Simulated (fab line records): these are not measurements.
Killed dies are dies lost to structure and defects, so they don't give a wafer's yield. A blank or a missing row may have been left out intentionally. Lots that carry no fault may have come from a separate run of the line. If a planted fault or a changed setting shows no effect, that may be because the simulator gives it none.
Chamber matching -- flow gf180mcu -- GF_CONTACT_CMP_04 on cmp-01: 4 sister chambers
The step polishes SiO2. 15 wafers are shown with their chamber, then 7 later ones without.

EACH WAFER AND ITS CHAMBER
wafer,chamber,motor-current-A (A),platen-rpm (rpm),time-to-endpoint-s (s)
L883.4,2,12.0,60.01,107
L883.5,3,10.2,60.01,103
L883.6,2,11.7,60.08,115
L884.1,2,11.8,60.06,108
L884.2,0,12.1,60.03,110
L884.6,0,12.2,59.94,118
L891.2,2,11.6,60.06,101
L891.4,1,11.1,59.94,109
L891.5,3,10.8,60.05,102
L892.1,2,11.2,60.03,101
L892.2,1,11.3,59.97,107
L892.6,3,10.5,60.02,102
L894.1,3,10.9,60.00,105
L894.3,2,11.8,60.01,106
L894.6,0,11.8,60.05,107

SIGNATURES (means of the wafers above)
reading,chamber 0,chamber 1,chamber 2,chamber 3,scatter within a chamber
motor-current-A,12.033,11.200,11.683,10.600,0.265
platen-rpm,60.0067,59.9550,60.0417,60.0200,0.0344
time-to-endpoint-s,111.67,108.00,106.33,103.00,4.35
Rule: a wafer lies at a distance from a chamber equal to the root of the sum of squares, over the readings, of (its reading less the chamber's mean, divided by the reading's scatter). The wafer belongs to the nearest chamber; if the next one is less than 2 further off, it can't be placed. How the scatter is found: for the shown wafers, subtract from each reading the mean of its chamber, square and add these, divide the total by (wafers less chambers), then take the root.

WAFERS MISSING THEIR CHAMBER
wafer,motor-current-A (A),platen-rpm (rpm),time-to-endpoint-s (s)
L898.1,11.3,59.99,104
L898.3,11.1,60.02,109
L898.4,11.1,59.96,116
L902.1,11.9,59.97,113
L904.1,11.3,60.03,107
L904.3,10.9,59.92,98
L904.4,11.0,60.06,107

CHAMBER TAKEN BY EACH
wafer,from the rows above,in truth
L898.1,can't be placed: 1 or 2 or 3 or 0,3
L898.3,can't be placed: 1 or 3 or 2 or 0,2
L898.4,1,1
L902.1,can't be placed: 0 or 2 or 1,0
L904.1,can't be placed: 2 or 1 or 3 or 0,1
L904.3,can't be placed: 1 or 3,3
L904.4,can't be placed: 3 or 2 or 1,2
Correct placement for 1 of the 7. Not placeable from these rows: 6 (in 6, the candidates include the true chamber). 0 placed wrongly.
